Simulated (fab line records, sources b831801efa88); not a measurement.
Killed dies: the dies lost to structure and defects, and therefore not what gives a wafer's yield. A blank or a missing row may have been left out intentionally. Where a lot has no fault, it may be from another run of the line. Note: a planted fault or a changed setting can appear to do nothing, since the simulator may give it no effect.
Which tool is to blame? ; flow gf180mcu ; 13 lots with 39 wafers sampled at 6 steps, on a route of 602 steps

## WHAT THE GAUGES READ, wafer by wafer
GF_STI_THK_MEAS_22.
lot;measured;on;STI_OXIDATION_01_THK (nm)
L507;day 2 03:47;film-metro-02;14.67 15.06 15.05
L508;day 2 10:15;film-metro-01;14.78 14.93 14.60
L509;day 2 16:38;film-metro-02;15.04 15.29 15.06
L511;day 3 01:14;film-metro-02;15.17 14.92 15.13
L513;day 3 12:36;film-metro-02;15.22 15.15 14.96
L514;day 3 16:16;film-metro-02;14.64 14.87 14.86
L515;day 3 20:32;film-metro-02;14.71 14.59 14.46
L517;day 4 07:22;film-metro-04;15.10 15.27 15.00
L520;day 4 22:47;film-metro-04;15.28 15.40 15.41
L521;day 5 05:22;film-metro-04;14.89 14.77 15.00
L523;day 5 14:03;film-metro-04;14.71 14.93 14.62
L524;day 5 18:53;film-metro-04;15.08 15.19 15.04
L530;day 7 03:32;film-metro-02;15.30 15.06 15.19

GF_STI_THK_MEAS_24.
lot;measured;on;STI_CVD_23_THK (nm)
L507;day 2 03:56;film-metro-02;628 603 626
L508;day 2 10:23;film-metro-02;632 633 610
L509;day 2 16:46;film-metro-02;619 633 620
L511;day 3 01:23;film-metro-02;615 629 628
L513;day 3 12:44;film-metro-04;631 632 618
L514;day 3 16:24;film-metro-01;623 631 618
L515;day 3 20:40;film-metro-01;633 618 630
L517;day 4 07:31;film-metro-01;613 623 632
L520;day 4 22:55;film-metro-02;631 626 629
L521;day 5 05:30;film-metro-02;628 622 626
L523;day 5 14:11;film-metro-01;616 624 616
L524;day 5 19:01;film-metro-04;622 631 619
L530;day 7 03:40;film-metro-02;626 628 639

GF_MVSD_TW_MEAS_11.
lot;measured;on;MVSD_TW
L507;day 4 11:17;film-metro-03;1591 1595 1597
L508;day 4 20:26;film-metro-04;1580 1574 1583
L509;day 5 01:52;film-metro-01;1572 1589 1587
L511;day 5 12:20;film-metro-04;1576 1578 1586
L513;day 6 00:58;film-metro-03;1601 1594 1602
L514;day 6 04:58;film-metro-03;1606 1607 1591
L515;day 6 10:46;film-metro-03;1606 1596 1600
L517;day 6 22:40;film-metro-01;1566 1567 1582
L520;day 7 15:16;film-metro-03;1603 1603 1597
L521;day 7 21:13;film-metro-01;1587 1583 1574
L523;day 8 08:26;film-metro-03;1228 1232 1219 1230 1226 1230
L524;day 8 13:22;film-metro-03;1590 1586 1595
L530;day 10 02:34;film-metro-03;1233 1235 1228 1230 1233 1232

GF_MVPSD_OVL_MEAS_07.
lot;measured;on;MVPSD_OVL (nm)
L507;day 5 00:41;overlay-01;-2.6 -0.6 0.0
L508;day 5 10:48;overlay-01;-2.0 -0.8 -1.4
L509;day 5 16:11;overlay-01;0.4 -0.6 1.5
L511;day 6 03:08;overlay-02;0.2 0.2 0.9
L513;day 6 16:19;overlay-02;-0.1 0.0 0.3
L514;day 6 19:59;overlay-01;0.1 2.7 1.8
L515;day 7 02:13;overlay-01;0.6 0.4 1.1
L517;day 7 14:28;overlay-02;0.4 1.4 1.0
L520;day 8 06:56;overlay-01;-0.2 -0.9 1.3
L521;day 8 13:51;overlay-02;-0.6 0.3 -2.3
L523;day 9 01:38;overlay-02;0.6 1.9 1.4
L524;day 9 06:23;overlay-01;-1.8 -1.8 -2.1
L530;day 10 21:25;overlay-01;-0.3 1.4 -0.1

GF_VT_IMPLANT_RS_MEAS_46: a four-point-probe measurement.
lot;measured;on;MVSD_RS (ohm/sq)
L507;day 7 14:04;film-metro-01;456.8 456.4 456.9
L508;day 8 01:58;film-metro-04;455.6 456.6 455.2
L509;day 8 06:44;film-metro-04;456.4 455.8 456.0
L511;day 8 21:34;film-metro-01;457.3 456.2 456.4
L513;day 9 11:17;film-metro-04;458.3 457.9 457.9
L514;day 9 15:32;film-metro-03;455.3 454.9 455.3
L515;day 9 23:47;film-metro-03;454.1 457.2 456.9
L517;day 10 13:58;film-metro-01;456.7 457.0 457.4
L520;day 11 09:05;film-metro-01;456.8 456.5 457.2
L521;day 11 15:44;film-metro-04;456.5 455.8 456.5
L523;day 12 04:44;film-metro-04;746.0 745.7 746.6 746.0 746.3 747.2
L524;day 12 09:58;film-metro-03;454.0 454.2 455.3
L530;day 14 05:38;film-metro-04;745.3 744.3 745.9 743.3 744.4 746.5

## EACH LOT AND THE TOOL THAT RAN IT (in order: tool; ch and the chambers of the sampled wafers; start)
lot;GF_MVSD_IMPLANT_08
L507;implanter-02 ch 0, day 4 10:55
L508;implanter-02 ch 0, day 4 20:04
L509;implanter-02 ch 0, day 5 01:29
L511;implanter-03 ch 0, day 5 11:58
L513;implanter-03 ch 0, day 6 00:35
L514;implanter-03 ch 0, day 6 04:35
L515;implanter-03 ch 0, day 6 10:23
L517;implanter-03 ch 0, day 6 22:16
L520;implanter-02 ch 0, day 7 14:53
L521;implanter-02 ch 0, day 7 20:50
L523;implanter-02 ch 0, day 8 08:03
L524;implanter-04 ch 0, day 8 12:58
L530;implanter-02 ch 0, day 10 02:10
- GF_MVSD_IMPLANT_08

## WHAT THE TOOLS THEMSELVES READ (means of the sampled wafers that have a number; where no wafer has one, the mark that the record gives instead)
GF_MVSD_IMPLANT_08.
lot;tool;dose-ions-cm2;faraday-current-uA
L507;implanter-02;1.6009e+13;90.5
L508;implanter-02;1.5998e+13;92.5
L509;implanter-02;1.5995e+13;90.1
L511;implanter-03;1.6021e+13;90.7
L513;implanter-03;1.6022e+13;88.3
L514;implanter-03;1.5983e+13;88.4
L515;implanter-03;1.5992e+13;90.0
L517;implanter-03;1.5999e+13;89.7
L520;implanter-02;1.6019e+13;89.8
L521;implanter-02;1.5983e+13;91.5
L523;implanter-02;5.9073e+12;33.5
L524;implanter-04;1.6011e+13;89.9
L530;implanter-02;5.9037e+12;33.2

## THE ANSWER, worked out from the rows above alone
Rule: what is usual is taken from the lots themselves. The widest of any qualifying gaps counts: lots, ordered by their means at a reading, are off when they make up no more than a third of the lots, leave a main group of 4 or more, and stand apart from it by 3 or more times the standard deviation of that group's means. Not used: any main group whose means are identical at the precision the tables above print for the reading. Also off: a lot with no number at a reading for which 4 or more lots have one. The other lots that the step has rows for count as sound. First the gauges in route order, then the tools' own readings, where a lot's mean is used as printed above. At the first step where some lot is off, the reading lying furthest off is the one used; lots without a number count as furthest.
Off: L523, L530, at GF_MVSD_TW_MEAS_11 (MVSD_TW). The main group has a mean of 1589 with a standard deviation of 10.
A tool fits if, at a process step before that reading, it ran every lot that is off, and no sound lot after the first of them. Not tried: the gauges at GF_MVSD_TW_MEAS_11; whatever is off there is also off at GF_VT_IMPLANT_RS_MEAS_46, on other tools, and gauge error can't account for it. One fits: GF_MVSD_IMPLANT_08 on implanter-02. Its last sound lot is L521 (day 7 20:50), its first lot that is off L523 (day 8 08:03): a fault that began between those two fits.
The tool's own readings at GF_MVSD_IMPLANT_08 bear it out: on the lots that are off they differ by more than 5 times the standard deviation of the sound lots' means. dose-ions-cm2 reads 5.9055e+12 there against 1.6003e+13 on the sound lots; faraday-current-uA reads 33.4 there against 90.1 on the sound lots.

## WHAT THE SIMULATOR HAD INSERTED
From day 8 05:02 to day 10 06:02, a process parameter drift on implanter-02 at GF_MVSD_IMPLANT_08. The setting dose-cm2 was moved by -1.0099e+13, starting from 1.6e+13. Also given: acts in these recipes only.
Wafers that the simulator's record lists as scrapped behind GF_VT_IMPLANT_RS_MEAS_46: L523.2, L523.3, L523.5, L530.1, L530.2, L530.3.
Shown lots that were struck: L523, L530. Same finding as the rule above.
